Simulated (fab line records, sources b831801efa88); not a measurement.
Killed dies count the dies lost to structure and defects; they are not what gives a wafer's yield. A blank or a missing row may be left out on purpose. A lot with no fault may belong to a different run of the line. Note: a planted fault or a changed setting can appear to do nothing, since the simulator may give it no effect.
fab line records	flow gf180mcu
record lots=24	wafers=72	last-day=34
route steps=602 shown LVPWELL@61 HV_LDD@184 SAB@277 V1@359 M2@362
lots with no fault: from the same line, run without faults
start-h: start of the lot's first displayed wafer, in hours after the record's first day	wait-h: time in hours since the lot's previous step	" repeats the value in the row above	L1.1+2: several wafers, shown together as one row	- no value, or no start was given	* or withheld: withheld	< > ~ a bound
route shown NAME@n: names a module that has steps shown in the file, with the first one's number in the route	usual: mean/standard deviation taken from wafers without a fault	same: alike in all rows	chamber/n: place in a boat	sites: readings site by site	_std_site: their standard deviation	_edge_site: mean of outer sites minus mean of inner sites	radius-mm: for every site, how far away it sits from the centre of the wafer	mask NAME#n: copy n	behind: the last tool/chamber to shape the wafer	hold: what put the lot on hold/how long, in hours/how the hold closed	device: whichever transistor did not switch (one of n, p or np)	end of line: at the end of the route, the tests of the same wafers	a step given without rows: its recipe and nothing more	killed: at the first sort, the dies lost to defects and structure; wafer yield is something else	map: a wafer's dies, x killed, . not, _ none there
set.NAME: the setting as run; set.NAME@STEP: as run at that earlier step	model.NAME: the simulator's own value behind a step, which no gauge read
one table for each step of the route and one row for each wafer, over a sample of lots
services: from which hour (start-h, from the record's first day; less than 0 if before it) a tool's chamber was out of use, for how many hours, and why
## steps
# step GF_LVPWELL_OVL_MEAS_07
# usual LVPWELL_OVL=0.9/1.4
lot.wafer	tool	chamber	start-h	wait-h	LVPWELL_OVL[nm]
L074.4	overlay-01	-	67.96	-	-1.1
L074.5	"	-	"	"	-0.7
L074.6	"	-	"	"	-0.7
L075.2	overlay-01	-	77.35	-	0.3
L075.3	"	-	"	"	1.5
L075.6	"	-	"	"	2.0
L076.1	overlay-01	-	79.89	-	0.8
L076.4	"	-	"	"	-1.3
L076.5	"	-	"	"	-0.5
L077.1	overlay-02	-	84.60	-	-2.3
L077.3	"	-	"	"	-3.1
L077.4	"	-	"	"	-1.6
L078.2	overlay-01	-	89.70	-	1.7
L078.3	"	-	"	"	2.2
L078.5	"	-	"	"	1.9
L079.1	overlay-02	-	97.34	-	-1.1
L079.2	"	-	"	"	-0.9
L079.3	"	-	"	"	-3.1
L080.1	overlay-01	-	101.99	-	1.8
L080.2	"	-	"	"	1.4
L080.3	"	-	"	"	-0.2
L081.1	overlay-01	-	106.65	-	0.9
L081.2	"	-	"	"	1.0
L081.4	"	-	"	"	0.3
L082.1	overlay-01	-	112.17	-	3.9
L082.3	"	-	"	"	3.8
L082.6	"	-	"	"	1.3
L083.2	overlay-01	-	120.68	-	-0.1
L083.5	"	-	"	"	1.0
L083.6	"	-	"	"	-0.3
L084.2	overlay-01	-	125.95	-	-0.7
L084.4	"	-	"	"	1.0
L084.6	"	-	"	"	-0.3
L085.1	overlay-02	-	131.60	-	2.4
L085.4	"	-	"	"	3.1
L085.6	"	-	"	"	1.8
L086.1	overlay-01	-	135.55	-	1.9
L086.2	"	-	"	"	1.8
L086.3	"	-	"	"	1.8
L087.1	overlay-01	-	148.29	-	1.3
L087.4	"	-	"	"	1.2
L087.5	"	-	"	"	1.6
L088.1	overlay-02	-	151.22	-	-1.0
L088.3	"	-	"	"	-0.7
L088.4	"	-	"	"	-1.0
L089.2	overlay-01	-	155.23	-	0.9
L089.4	"	-	"	"	1.7
L089.5	"	-	"	"	0.9
L090.2	overlay-01	-	160.44	-	1.7
L090.3	"	-	"	"	1.1
L090.4	"	-	"	"	1.5
L091.3	overlay-02	-	165.99	-	1.3
L091.4	"	-	"	"	0.8
L091.5	"	-	"	"	1.9
L092.2	overlay-02	-	176.75	-	0.7
L092.3	"	-	"	"	0.7
L092.4	"	-	"	"	1.6
L093.1	overlay-01	-	176.84	-	2.0
L093.3	"	-	"	"	0.1
L093.5	"	-	"	"	1.4
L094.1	overlay-01	-	186.25	-	0.6
L094.4	"	-	"	"	2.0
L094.5	"	-	"	"	0.9
L095.4	overlay-01	-	188.74	-	0.4
L095.5	"	-	"	"	3.1
L095.6	"	-	"	"	3.3
L096.4	overlay-01	-	192.16	-	1.0
L096.5	"	-	"	"	0.3
L096.6	"	-	"	"	1.8
L097.1	overlay-01	-	197.54	-	1.1
L097.4	"	-	"	"	1.3
L097.5	"	-	"	"	0.9
# step GF_HV_LDD_OVL_MEAS_08
# usual HV_LDD_OVL=0.0/1.6
lot.wafer	tool	chamber	start-h	wait-h	HV_LDD_OVL[nm]
L074.4	overlay-02	-	211.39	0.1	0.6
L074.5	"	-	"	"	-0.3
L074.6	"	-	"	"	0.5
L075.2	overlay-02	-	225.41	0.1	-0.8
L075.3	"	-	"	"	0.2
L075.6	"	-	"	"	-0.2
L076.1	overlay-02	-	230.06	0.1	-1.3
L076.4	"	-	"	"	-0.7
L076.5	"	-	"	"	-1.3
L077.1	overlay-01	-	233.51	0.1	1.3
L077.3	"	-	"	"	1.0
L077.4	"	-	"	"	0.4
L078.2	overlay-01	-	240.28	0.1	0.1
L078.3	"	-	"	"	1.8
L078.5	"	-	"	"	0.7
L079.1	overlay-01	-	254.32	0.1	2.8
L079.2	"	-	"	"	2.0
L079.3	"	-	"	"	2.7
L080.1	overlay-02	-	256.99	0.1	-0.3
L080.2	"	-	"	"	-0.6
L080.3	"	-	"	"	-0.3
L081.1	overlay-01	-	263.97	0.1	2.1
L081.2	"	-	"	"	2.3
L081.4	"	-	"	"	1.0
L082.1	overlay-02	-	272.09	0.1	0.5
L082.3	"	-	"	"	-1.1
L082.6	"	-	"	"	-0.5
L083.2	overlay-02	-	281.90	0.1	-0.2
L083.5	"	-	"	"	0.0
L083.6	"	-	"	"	-1.0
L084.2	overlay-01	-	289.78	0.1	-0.2
L084.4	"	-	"	"	0.8
L084.6	"	-	"	"	0.2
L085.1	overlay-02	-	298.16	0.1	-2.7
L085.4	"	-	"	"	-0.1
L085.6	"	-	"	"	-1.3
L086.1	overlay-02	-	301.81	0.1	-2.1
L086.2	"	-	"	"	-1.4
L086.3	"	-	"	"	-2.8
L087.1	overlay-01	-	317.27	0.1	-2.1
L087.4	"	-	"	"	-0.1
L087.5	"	-	"	"	0.0
L088.1	overlay-02	-	326.19	0.1	1.9
L088.3	"	-	"	"	0.9
L088.4	"	-	"	"	0.4
L089.2	overlay-02	-	329.91	0.1	-1.9
L089.4	"	-	"	"	-1.3
L089.5	"	-	"	"	-2.4
L090.2	overlay-01	-	337.55	0.1	5.6
L090.3	"	-	"	"	3.4
L090.4	"	-	"	"	2.7
L091.3	overlay-01	-	343.43	0.1	-0.9
L091.4	"	-	"	"	-0.8
L091.5	"	-	"	"	-2.1
L092.2	overlay-02	-	356.98	0.1	-3.2
L092.3	"	-	"	"	-0.9
L092.4	"	-	"	"	-1.8
L093.1	overlay-02	-	360.64	0.1	-2.2
L093.3	"	-	"	"	-1.0
L093.5	"	-	"	"	-0.8
L094.1	overlay-02	-	371.02	0.1	-1.5
L094.4	"	-	"	"	-1.6
L094.5	"	-	"	"	0.4
L095.4	overlay-02	-	376.72	0.1	0.1
L095.5	"	-	"	"	0.6
L095.6	"	-	"	"	0.6
L096.4	overlay-01	-	377.51	0.1	1.4
L096.5	"	-	"	"	2.3
L096.6	"	-	"	"	1.5
L097.1	overlay-01	-	385.79	0.1	0.7
L097.4	"	-	"	"	1.8
L097.5	"	-	"	"	0.5
# step GF_HV_LDD_STRIP_37
# recipe chemistry=O2/N2	power-w=1400	pressure-mtorr=1500	platen-temp-c=250	o2-flow-sccm=3000	n2-flow-sccm=300	overash-fraction=0.5
# usual drypump-motor-current-A=5.6/0.5	heater-power-w=337/25	oes-product-au=0.716/0.0045	strip-time-to-endpoint-s=12.64/0.036
lot.wafer	tool	chamber	start-h	wait-h	drypump-motor-current-A	heater-power-w	oes-product-au	rf-hours-counter-h	strip-time-to-endpoint-s
L074.4	plasma-asher-03	1	248.61	0.1	6.2	348	0.717	-	12.70
L074.5	"	1	"	"	6.2	344	0.716	-	12.71
L074.6	"	0	"	"	5.2	292	0.716	-	12.70
L075.2	plasma-asher-02	0	262.59	0.1	6.2	355	0.718	15	12.65
L075.3	"	1	"	"	5.9	325	0.719	-	12.61
L075.6	"	0	"	"	6.2	358	0.722	-	12.64
L076.1	plasma-asher-02	0	268.43	0.1	6.2	360	0.713	16	12.67
L076.4	"	0	"	"	6.2	346	0.718	-	12.71
L076.5	"	1	"	"	5.9	326	0.720	-	12.68
L077.1	plasma-asher-01	1	271.83	0.1	5.8	338	0.710	47	12.63
L077.3	"	0	"	"	4.9	360	0.719	-	12.66
L077.4	"	1	"	"	5.8	338	0.723	-	12.61
L078.2	plasma-asher-01	0	278.79	0.1	4.8	362	0.718	47	12.69
L078.3	"	1	"	"	5.8	330	0.711	-	12.63
L078.5	"	0	"	"	4.8	356	0.713	-	12.62
L079.1	plasma-asher-02	1	294.73	0.1	5.9	309	0.710	19	12.61
L079.2	"	0	"	"	6.2	357	0.719	19	12.62
L079.3	"	0	"	"	6.2	356	0.714	-	12.62
L080.1	plasma-asher-01	0	297.49	0.1	4.9	364	0.709	49	12.62
L080.2	"	1	"	"	5.8	332	0.710	49	12.59
L080.3	"	0	"	"	4.9	365	0.722	-	12.63
L081.1	plasma-asher-03	1	304.56	0.1	6.2	350	0.718	67	12.64
L081.2	"	0	"	"	5.1	280	0.715	67	12.58
L081.4	"	0	"	"	5.1	289	0.720	-	12.63
L082.1	plasma-asher-01	1	313.72	0.1	5.8	332	0.709	51	12.63
L082.3	"	0	"	"	4.9	363	0.723	-	12.63
L082.6	"	0	"	"	4.9	370	0.714	-	12.57
L083.2	plasma-asher-01	1	323.04	0.1	5.8	325	0.715	52	12.65
L083.5	"	1	"	"	5.8	322	0.717	-	12.60
L083.6	"	0	"	"	4.9	365	0.716	-	12.60
L084.2	plasma-asher-02	0	332.09	0.1	6.2	360	0.717	23	12.63
L084.4	"	1	"	"	5.9	329	0.721	-	12.64
L084.6	"	1	"	"	5.9	315	0.720	-	12.69
L085.1	plasma-asher-01	1	341.48	0.1	5.8	336	0.721	54	12.66
L085.4	"	0	"	"	4.9	366	0.713	-	12.69
L085.6	"	1	"	"	5.8	330	0.714	-	12.69
L086.1	plasma-asher-02	1	343.73	0.1	5.9	316	0.712	24	12.65
L086.2	"	0	"	"	6.2	346	0.709	24	12.67
L086.3	"	0	"	"	6.2	351	0.711	-	12.66
L087.1	plasma-asher-01	0	360.11	0.1	4.9	368	0.713	56	12.62
L087.4	"	1	"	"	5.8	338	0.714	-	12.63
L087.5	"	0	"	"	4.8	367	0.717	-	12.63
L088.1	plasma-asher-01	0	369.73	0.1	4.9	362	0.708	57	12.62
L088.3	"	1	"	"	5.8	330	0.721	-	12.63
L088.4	"	0	"	"	4.9	356	0.711	-	12.64
L089.2	plasma-asher-02	0	374.91	0.1	6.2	357	0.715	28	12.64
L089.4	"	0	"	"	6.2	356	0.717	-	12.63
L089.5	"	1	"	"	5.9	315	0.712	-	12.65
L090.2	plasma-asher-01	0	382.61	0.1	4.9	366	0.718	58	12.65
L090.3	"	1	"	"	5.8	335	0.726	-	12.67
L090.4	"	0	"	"	4.9	367	0.717	-	12.67
L091.3	plasma-asher-01	1	389.47	0.1	5.8	334	0.715	-	12.59
L091.4	"	0	"	"	4.9	370	0.722	-	12.61
L091.5	"	1	"	"	5.8	329	0.720	-	12.66
L092.2	plasma-asher-03	0	403.84	0.1	5.1	287	0.710	78	12.60
L092.3	"	0	"	"	5.1	287	0.718	-	12.63
L092.4	"	1	"	"	6.2	345	0.716	-	12.61
L093.1	plasma-asher-02	1	407.59	0.1	5.9	323	0.721	30	12.72
L093.3	"	0	"	"	6.2	360	0.708	-	12.71
L093.5	"	0	"	"	6.2	352	0.718	-	12.68
L094.1	plasma-asher-03	1	418.23	0.1	6.1	353	0.715	80	12.66
L094.4	"	0	"	"	5.1	285	0.724	-	12.66
L094.5	"	0	"	"	5.1	289	0.720	-	12.66
L095.4	plasma-asher-03	1	423.49	0.1	6.2	353	0.720	-	12.62
L095.5	"	0	"	"	5.1	287	0.711	-	12.58
L095.6	"	1	"	"	6.2	352	0.716	-	12.61
L096.4	plasma-asher-03	1	425.49	0.1	6.2	345	0.711	-	12.64
L096.5	"	1	"	"	6.2	355	0.724	-	12.65
L096.6	"	0	"	"	5.1	282	0.714	-	12.68
L097.1	plasma-asher-02	1	434.44	0.1	5.9	323	0.718	33	12.58
L097.4	"	1	"	"	5.9	329	0.721	-	12.57
L097.5	"	1	"	"	5.9	316	0.713	-	12.59
# step GF_SAB_STRIP_13
# recipe chemistry=O2/N2	power-w=1400	pressure-mtorr=1500	platen-temp-c=250	o2-flow-sccm=3000	n2-flow-sccm=300	overash-fraction=0.5
# usual drypump-motor-current-A=5.7/0.63	heater-power-w=329/31	oes-product-au=0.710/0.005	strip-time-to-endpoint-s=12.62/0.036
lot.wafer	tool	chamber	start-h	wait-h	drypump-motor-current-A	heater-power-w	oes-product-au	rf-hours-counter-h	strip-time-to-endpoint-s
L074.4	plasma-asher-03	0	333.40	0.0	5.1	286	0.701	-	12.63
L074.5	"	0	"	"	5.2	291	0.712	-	12.63
L074.6	"	1	"	"	6.1	355	0.704	-	12.67
L075.2	plasma-asher-04	0	347.87	0.0	6.6	298	0.706	72	12.59
L075.3	"	1	"	"	5.4	363	0.708	-	12.60
L075.6	"	0	"	"	6.7	296	0.710	-	12.59
L076.1	plasma-asher-01	1	355.08	0.0	5.8	332	0.707	55	12.63
L076.4	"	0	"	"	4.9	362	0.719	-	12.66
L076.5	"	0	"	"	4.9	368	0.709	-	12.64
L077.1	plasma-asher-03	0	360.35	0.0	5.1	289	0.717	73	12.67
L077.3	"	1	"	"	6.2	345	0.703	-	12.65
L077.4	"	0	"	"	5.1	292	0.720	-	12.69
L078.2	plasma-asher-03	0	365.55	0.0	5.1	288	0.714	74	12.60
L078.3	"	0	"	"	5.1	289	0.707	-	12.67
L078.5	"	1	"	"	6.2	342	0.718	-	12.59
L079.1	plasma-asher-01	0	385.50	0.0	4.9	361	0.716	59	12.68
L079.2	"	1	"	"	5.8	336	0.706	59	12.61
L079.3	"	1	"	"	5.8	335	0.713	-	12.65
L080.1	plasma-asher-04	1	387.81	0.0	5.4	366	0.709	74	12.63
L080.2	"	0	"	"	6.7	282	0.698	74	12.67
L080.3	"	1	"	"	5.4	357	0.706	-	12.67
L081.1	plasma-asher-04	1	395.81	0.0	5.4	362	0.702	75	12.67
L081.2	"	0	"	"	6.7	291	0.709	75	12.64
L081.4	"	1	"	"	5.4	368	0.717	-	12.60
L082.1	plasma-asher-01	0	406.37	0.0	4.9	370	0.707	61	12.61
L082.3	"	0	"	"	4.9	366	0.709	-	12.66
L082.6	"	1	"	"	5.8	335	0.708	-	12.66
L083.2	plasma-asher-01	1	416.55	0.0	5.8	335	0.717	62	12.60
L083.5	"	1	"	"	5.8	340	0.710	-	12.58
L083.6	"	0	"	"	4.9	364	0.709	-	12.59
L084.2	plasma-asher-03	1	427.50	0.0	6.1	346	0.723	81	12.61
L084.4	"	0	"	"	5.1	283	0.712	-	12.64
L084.6	"	0	"	"	5.2	286	0.710	-	12.60
L085.1	plasma-asher-03	1	436.98	0.0	6.1	349	0.714	83	12.64
L085.4	"	1	"	"	6.1	352	0.721	-	12.64
L085.6	"	1	"	"	6.2	358	0.714	-	12.67
L086.1	plasma-asher-04	0	441.21	0.0	6.7	296	0.701	1	12.56
L086.2	"	1	"	"	5.4	353	0.720	1	12.58
L086.3	"	1	"	"	5.4	343	0.710	-	12.62
L087.1	plasma-asher-01	0	458.36	0.0	4.9	365	0.706	66	12.61
L087.4	"	0	"	"	4.9	376	0.708	-	12.64
L087.5	"	1	"	"	5.8	332	0.709	-	12.65
L088.1	plasma-asher-04	1	468.71	0.0	5.4	357	0.722	4	12.67
L088.3	"	1	"	"	5.4	359	0.710	-	12.65
L088.4	"	0	"	"	6.7	296	0.710	-	12.60
L089.2	plasma-asher-04	0	473.70	0.0	6.7	294	0.712	4	12.64
L089.4	"	0	"	"	6.7	304	0.719	-	12.65
L089.5	"	0	"	"	6.7	292	0.708	-	12.65
L090.2	plasma-asher-01	1	482.62	0.0	5.8	337	0.715	68	12.58
L090.3	"	0	"	"	4.9	364	0.712	-	12.57
L090.4	"	1	"	"	5.8	337	0.707	-	12.60
L091.3	plasma-asher-04	0	490.61	0.0	6.7	296	0.703	-	12.59
L091.4	"	1	"	"	5.4	362	0.705	-	12.56
L091.5	"	0	"	"	6.7	295	0.712	-	12.54
L092.2	plasma-asher-04	0	503.36	0.0	6.7	289	0.717	8	12.65
L092.3	"	0	"	"	6.6	291	0.709	-	12.69
L092.4	"	1	"	"	5.4	346	0.712	-	12.67
L093.1	plasma-asher-04	1	507.91	0.0	5.4	355	0.702	8	12.65
L093.3	"	0	"	"	6.7	285	0.720	-	12.67
L093.5	"	1	"	"	5.4	337	0.714	-	12.70
L094.1	plasma-asher-03	1	518.61	0.0	6.2	353	0.724	92	12.63
L094.4	"	1	"	"	6.2	355	0.709	-	12.65
L094.5	"	0	"	"	5.2	287	0.713	-	12.64
L095.4	plasma-asher-01	0	523.34	0.0	4.9	364	0.716	-	12.65
L095.5	"	1	"	"	5.8	330	0.706	-	12.66
L095.6	"	0	"	"	4.9	356	0.707	-	12.64
L096.4	plasma-asher-03	0	524.79	0.0	5.1	290	0.708	-	12.58
L096.5	"	0	"	"	5.1	290	0.705	-	12.60
L096.6	"	1	"	"	6.2	344	0.711	-	12.58
L097.1	plasma-asher-04	0	533.90	0.0	6.7	285	0.699	11	12.56
L097.4	"	0	"	"	6.7	291	0.705	-	12.54
L097.5	"	1	"	"	5.4	358	0.720	-	12.56
# step GF_V1_RS_MEAS_24
# recipe thk-meas-gauge=four-point-probe	reads=W_of_V1_CVD_23+TiN_of_V1_SPUTTER_22+Ti_of_V1_SPUTTER_21
# usual V1_W_RS=0.3254/0.0028
lot.wafer	tool	chamber	start-h	wait-h	V1_W_RS[ohm/sq]
L074.4	film-metro-02	-	406.03	0.1	0.3270
L074.5	"	-	"	"	0.3272
L074.6	"	-	"	"	0.3268
L075.2	film-metro-02	-	420.93	0.1	0.3295
L075.3	"	-	"	"	0.3305
L075.6	"	-	"	"	0.3312
L076.1	film-metro-03	-	429.78	0.1	0.3198
L076.4	"	-	"	"	0.3207
L076.5	"	-	"	"	0.3197
L077.1	film-metro-02	-	436.12	0.1	0.3226
L077.3	"	-	"	"	0.3244
L077.4	"	-	"	"	0.3272
L078.2	film-metro-02	-	440.68	0.1	0.3252
L078.3	"	-	"	"	0.3252
L078.5	"	-	"	"	0.3225
L079.1	film-metro-01	-	461.57	0.1	0.3270
L079.2	"	-	"	"	0.3238
L079.3	"	-	"	"	0.3250
L080.1	film-metro-01	-	464.26	0.1	0.3232
L080.2	"	-	"	"	0.3298
L080.3	"	-	"	"	0.3288
L081.1	film-metro-03	-	473.07	0.1	0.3243
L081.2	"	-	"	"	0.3254
L081.4	"	-	"	"	0.3218
L082.1	film-metro-03	-	484.32	0.1	0.3259
L082.3	"	-	"	"	0.3280
L082.6	"	-	"	"	0.3256
L083.2	film-metro-01	-	494.62	0.1	0.3315
L083.5	"	-	"	"	0.3236
L083.6	"	-	"	"	0.3285
L084.2	film-metro-03	-	504.37	0.1	0.3239
L084.4	"	-	"	"	0.3287
L084.6	"	-	"	"	0.3257
L085.1	film-metro-02	-	514.78	0.2	0.3231
L085.4	"	-	"	"	0.3290
L085.6	"	-	"	"	0.3256
L086.1	film-metro-03	-	518.24	0.1	0.3278
L086.2	"	-	"	"	0.3273
L086.3	"	-	"	"	0.3266
L087.1	film-metro-01	-	534.98	0.1	0.3224
L087.4	"	-	"	"	0.3254
L087.5	"	-	"	"	0.3174
L088.1	film-metro-02	-	544.06	0.1	0.3292
L088.3	"	-	"	"	0.3216
L088.4	"	-	"	"	0.3259
L089.2	film-metro-01	-	549.13	0.1	0.3252
L089.4	"	-	"	"	0.3247
L089.5	"	-	"	"	0.3273
L090.2	film-metro-02	-	555.47	0.1	0.3256
L090.3	"	-	"	"	0.3234
L090.4	"	-	"	"	0.3225
L091.3	film-metro-03	-	564.32	0.1	0.3249
L091.4	"	-	"	"	0.3212
L091.5	"	-	"	"	0.3280
L092.2	film-metro-02	-	577.54	0.1	0.3255
L092.3	"	-	"	"	0.3231
L092.4	"	-	"	"	0.3279
L093.1	film-metro-01	-	580.87	0.1	0.3244
L093.3	"	-	"	"	0.3225
L093.5	"	-	"	"	0.3253
L094.1	film-metro-02	-	590.32	0.1	0.3281
L094.4	"	-	"	"	0.3276
L094.5	"	-	"	"	0.3228
L095.4	film-metro-02	-	594.61	0.1	0.3268
L095.5	"	-	"	"	0.3223
L095.6	"	-	"	"	0.3314
L096.4	film-metro-01	-	595.96	0.1	0.3269
L096.5	"	-	"	"	0.3234
L096.6	"	-	"	"	0.3232
L097.1	film-metro-01	-	604.80	0.1	0.3248
L097.4	"	-	"	"	0.3232
L097.5	"	-	"	"	0.3217
# step GF_M2_SPUTTER_00
# recipe material=Ti	target-thk-nm=37.5	arriving-ion-energy-ev=80	substrate-temp-c=200	chamber-pressure-pa=2	power-w=4000	time-s=150
# usual throttle-valve-pct=30.5/1.1
lot.wafer	tool	chamber	start-h	wait-h	throttle-valve-pct
L074.4	pvd-sputter-01	-	406.45	0.2	31.9
L074.5	"	-	"	"	30.3
L074.6	"	-	"	"	29.8
L075.2	pvd-sputter-04	-	421.39	0.2	31.1
L075.3	"	-	"	"	29.2
L075.6	"	-	"	"	29.2
L076.1	pvd-sputter-02	-	430.26	0.2	30.6
L076.4	"	-	"	"	29.2
L076.5	"	-	"	"	29.4
L077.1	pvd-sputter-01	-	436.60	0.2	29.9
L077.3	"	-	"	"	32.6
L077.4	"	-	"	"	30.4
L078.2	pvd-sputter-04	-	441.29	0.2	30.7
L078.3	"	-	"	"	29.9
L078.5	"	-	"	"	30.9
L079.1	pvd-sputter-04	-	462.05	0.1	31.2
L079.2	"	-	"	"	30.9
L079.3	"	-	"	"	29.8
L080.1	pvd-sputter-04	-	464.74	0.1	30.7
L080.2	"	-	"	"	30.9
L080.3	"	-	"	"	29.3
L081.1	pvd-sputter-01	-	473.55	0.2	31.7
L081.2	"	-	"	"	29.7
L081.4	"	-	"	"	30.2
L082.1	pvd-sputter-01	-	484.80	0.2	30.2
L082.3	"	-	"	"	29.5
L082.6	"	-	"	"	31.4
L083.2	pvd-sputter-02	-	495.08	0.2	29.6
L083.5	"	-	"	"	29.5
L083.6	"	-	"	"	28.9
L084.2	pvd-sputter-01	-	504.83	0.2	29.7
L084.4	"	-	"	"	31.7
L084.6	"	-	"	"	29.6
L085.1	pvd-sputter-01	-	515.26	0.2	32.5
L085.4	"	-	"	"	29.6
L085.6	"	-	"	"	31.7
L086.1	pvd-sputter-02	-	518.72	0.2	29.6
L086.2	"	-	"	"	29.0
L086.3	"	-	"	"	30.1
L087.1	pvd-sputter-02	-	535.46	0.1	29.1
L087.4	"	-	"	"	30.9
L087.5	"	-	"	"	30.0
L088.1	pvd-sputter-01	-	544.54	0.1	32.7
L088.3	"	-	"	"	30.1
L088.4	"	-	"	"	30.3
L089.2	pvd-sputter-02	-	549.59	0.1	29.6
L089.4	"	-	"	"	29.2
L089.5	"	-	"	"	29.1
L090.2	pvd-sputter-01	-	555.93	0.2	31.8
L090.3	"	-	"	"	29.5
L090.4	"	-	"	"	32.4
L091.3	pvd-sputter-04	-	564.76	0.2	29.6
L091.4	"	-	"	"	31.1
L091.5	"	-	"	"	31.0
L092.2	pvd-sputter-01	-	578.00	0.1	31.6
L092.3	"	-	"	"	30.1
L092.4	"	-	"	"	32.6
L093.1	pvd-sputter-01	-	581.35	0.2	29.4
L093.3	"	-	"	"	29.9
L093.5	"	-	"	"	29.4
L094.1	pvd-sputter-02	-	590.80	0.2	29.1
L094.4	"	-	"	"	30.0
L094.5	"	-	"	"	30.5
L095.4	pvd-sputter-01	-	595.08	0.3	32.7
L095.5	"	-	"	"	31.7
L095.6	"	-	"	"	30.3
L096.4	pvd-sputter-04	-	596.43	0.2	29.7
L096.5	"	-	"	"	29.2
L096.6	"	-	"	"	30.6
L097.1	pvd-sputter-01	-	605.28	0.2	30.0
L097.4	"	-	"	"	32.6
L097.5	"	-	"	"	29.5
## services
tool	chamber	start-h	hours	kind
plasma-asher-01	-	257.84	2.9	repair
pvd-sputter-01	2	277.40	-	consumable-replace:kit
pvd-sputter-01	2	277.40	18.0	scheduled-down
plasma-asher-03	-	304.91	2.4	repair
plasma-asher-01	-	308.38	1.3	repair
plasma-asher-01	-	317.60	1.8	repair
plasma-asher-04	-	320.87	1.2	repair
plasma-asher-04	-	330.94	2.8	pm
pvd-sputter-02	-	336.81	1.7	repair
plasma-asher-04	-	362.87	14.6	pm
pvd-sputter-02	-	365.24	3.1	repair
pvd-sputter-01	-	369.04	2.6	repair
plasma-asher-02	-	384.33	14.6	pm
pvd-sputter-01	-	414.27	3.9	repair
plasma-asher-04	-	421.25	9.0	pm
plasma-asher-01	-	447.86	2.8	pm
pvd-sputter-01	-	460.43	3.0	repair
plasma-asher-02	-	480.00	2.8	pm
plasma-asher-01	-	483.98	15.6	pm
plasma-asher-03	-	508.65	1.4	repair
plasma-asher-02	-	557.39	0.8	repair
plasma-asher-02	-	561.91	1.3	repair
plasma-asher-01	-	566.69	2.2	repair
pvd-sputter-04	-	577.63	2.6	repair
## key
fault none
